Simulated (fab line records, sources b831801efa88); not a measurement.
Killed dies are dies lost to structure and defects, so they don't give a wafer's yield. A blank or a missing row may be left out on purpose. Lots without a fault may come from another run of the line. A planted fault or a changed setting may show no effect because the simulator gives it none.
One fault seen from 2 desks | flow sfq_line | each desk has only its own numbers; what lay behind them comes last

THE METROLOGY DESK
What the gauges read, lot by lot, whatever tool the lot ran on: means of the sampled wafers that have a number. A lot is out of limits, marked OUT, if its mean lies more than 4 standard deviations from the usual mean; the brackets give that distance.
Columns: A = R5_OVL at SFQ_R5_OVL_MEAS_935, usual 0 nm; B = I5_OVL at SFQ_I5_OVL_MEAS_936, usual 1 nm
lot  | first seen here | A  | B
L798 | day 65 09:31    | 8  | 7
L807 | day 66 17:40    | 3  | 1
L813 | day 67 06:24    | -4 | -2
L815 | day 67 13:58    | 3  | 7
L820 | day 71 08:15    | 5  | 0
L821 | day 80 03:29    | 6  | 2
This desk's finding: nothing out of limits on any of the 6 lots.

THE TOOL OWNER'S DESK: litho_track-02
The tool's own readings at SFQ_TRILAYER_I5_LITHO_PEB_147 (peb time 60 s): means of the sampled wafers that have a number, for each lot that ran on this tool. A lot is out of limits, marked OUT, if its mean lies more than 4 standard deviations from the usual mean; the brackets give that distance.
Columns: A = heater_power_total_W at SFQ_TRILAYER_I5_LITHO_PEB_147, usual 79.16 W
lot  | first seen here | A
L807 | day 71 15:28    | 79.19
L813 | day 72 08:19    | 80.74 (+26) OUT
L815 | day 72 15:31    | 80.78 (+27) OUT
L821 | day 80 06:25    | 79.17
This desk's finding: out of limits on L813, L815; first on L813, day 72 08:19 (heater_power_total_W at SFQ_TRILAYER_I5_LITHO_PEB_147). In limits: L807, L821.

PUT TOGETHER
The tool owner's desk could have raised an alarm at day 72 08:19, on L813, L815.
The metrology desk saw nothing out of limits.
The metrology desk has L813, L815 on record, within its limits.
Of the lots named, all ran SFQ_TRILAYER_I5_LITHO_PEB_147 on litho_track-02.

WHAT THE SIMULATOR HAD PUT IN
Process parameter drift: litho_track-02, from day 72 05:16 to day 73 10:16, at SFQ_TRILAYER_I5_LITHO_PEB_147. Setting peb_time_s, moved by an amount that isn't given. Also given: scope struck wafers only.
Lots struck among those shown: L813, L815.
Hours from the fault's start to each desk's first reading out of limits: the tool owner's desk, 3.
